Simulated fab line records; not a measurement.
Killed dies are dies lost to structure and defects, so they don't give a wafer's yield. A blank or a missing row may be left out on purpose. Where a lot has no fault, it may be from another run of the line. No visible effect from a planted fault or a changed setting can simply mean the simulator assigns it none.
Matching of chambers ; flow sfq-line ; 4 sister chambers for SFQ_TRILAYER_I0_CMP_CMP_028 on cmp-02
The step polishes SiO2. 4 wafers are shown with their chamber, then 7 later ones without.

WAFERS PAIRED WITH THEIR CHAMBERS
wafer;chamber;motor-current-A (A)
L513.2;2;10.8
L513.1;0;8.9
L514.3;1;13.7
L518.1;3;9.9

WAFERS WITH NO CHAMBER GIVEN
wafer;motor-current-A (A)
L518.3;9.1
L526.1;14.1
L526.3;9.2
L526.6;10.2
L529.2;8.7
L529.5;10.1
L529.6;13.9

EACH ONE'S CHAMBER
wafer;from the rows above;in truth
L518.3;0;0
L526.1;1;1
L526.3;can't be placed: 0 or 3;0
L526.6;can't be placed: 3 or 2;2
L529.2;0;0
L529.5;can't be placed: 3 or 2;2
L529.6;1;1
4 of 7 placed correctly. Cannot be placed on the basis of these rows: 3; the candidates contain the true chamber in 3. Number placed wrongly: 0.
How it was worked out, from the rows above alone: a wafer's distance from a chamber is the root of the sum, over the readings, of the square of ((its reading less the chamber's mean) divided by the reading's scatter). The wafer belongs to the nearest chamber; if the next one is less than 2 further off, it can't be placed. Each chamber's mean is taken over the wafers shown for it. The scatter: with one shown wafer a chamber, the root of the mean of the squares of how far each hidden wafer lies from its nearest shown one.
